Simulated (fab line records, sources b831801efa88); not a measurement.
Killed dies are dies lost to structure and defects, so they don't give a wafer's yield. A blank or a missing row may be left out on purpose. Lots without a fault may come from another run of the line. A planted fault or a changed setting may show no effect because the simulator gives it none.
One fault seen from 2 desks | flow sky130 | each desk has only its own numbers; what lay behind them comes last

THE METROLOGY DESK
What the gauges read, lot by lot, whatever tool the lot ran on: means of the sampled wafers that have a number. A lot is out of limits, marked OUT, if its mean lies more than 4 standard deviations from the usual mean; the brackets give that distance.
Columns: A = FIELD_ISO_CVD_24_THK at SKY_FIELD_ISO_THK_MEAS_25, usual 592 nm; B = NWELL_2_TW at SKY_NWELL_TW_MEAS_26, usual 500; C = VT_ADJUST_LVTN_01_OVL at SKY_VT_ADJUST_LVTN_OVL_MEAS_18, usual -0.6 nm
lot  | first seen here | A   | B              | C
L868 | day 2 09:01     | 592 | 500            | 0.0
L869 | day 2 15:05     | 594 | 500            | 0.7
L872 | day 3 03:28     | 588 | 499            | -0.1
L873 | day 3 10:46     | 596 | 496            | 1.6
L874 | day 3 16:09     | 585 | 498            | -0.1
L877 | day 4 11:01     | 595 | 498            | -2.7
L878 | day 4 17:34     | 592 | 498            | 0.5
L881 | day 5 09:29     | 595 | 498            | -1.6
L886 | day 6 04:58     | 586 | 486 (-4.3) OUT | -1.8
L885 | day 6 05:19     | 588 | 481 (-5.6) OUT | -1.8
L887 | day 6 14:40     | 596 | 501            | 1.2
L890 | day 7 01:42     | 588 | 496            | -2.4
L891 | day 7 06:43     | 585 | 502            | 0.3
This desk's finding: out of limits on L885, L886; first on L886, day 9 18:08 (NWELL_2_TW at SKY_NWELL_TW_MEAS_26). In limits: L868, L869, L872, L873, L874, L877, L878, L881, L887, L890, L891.

THE TOOL OWNER'S DESK: implanter-01
The tool's own readings at SKY_NWELL_IMPLANT_24: means of the sampled wafers that have a number, for each lot that ran on this tool. A lot is out of limits, marked OUT, if its mean lies more than 4 standard deviations from the usual mean; the brackets give that distance.
Columns: A = beam_energy_keV at SKY_NWELL_IMPLANT_24, usual 140.00
lot  | first seen here | A
L872 | day 6 03:13     | 140.01
L874 | day 6 21:35     | 140.01
L877 | day 8 09:16     | 139.99
L886 | day 9 17:53     | 140.00
L885 | day 9 20:11     | 140.06
This desk's finding: nothing out of limits on any of the 5 lots.

PUT TOGETHER
The metrology desk could have raised an alarm at day 9 18:08, on L885, L886.
The tool owner's desk saw nothing out of limits.
The tool owner's desk has L885, L886 on record, within its limits.
Of the lots named, all ran SKY_NWELL_IMPLANT_24 on implanter-01.

WHAT THE SIMULATOR HAD PUT IN
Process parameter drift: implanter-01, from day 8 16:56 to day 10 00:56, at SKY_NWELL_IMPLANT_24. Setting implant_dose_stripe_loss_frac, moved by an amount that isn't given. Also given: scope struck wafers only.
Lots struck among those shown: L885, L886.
Hours from the fault's start to each desk's first reading out of limits: the metrology desk, 25.
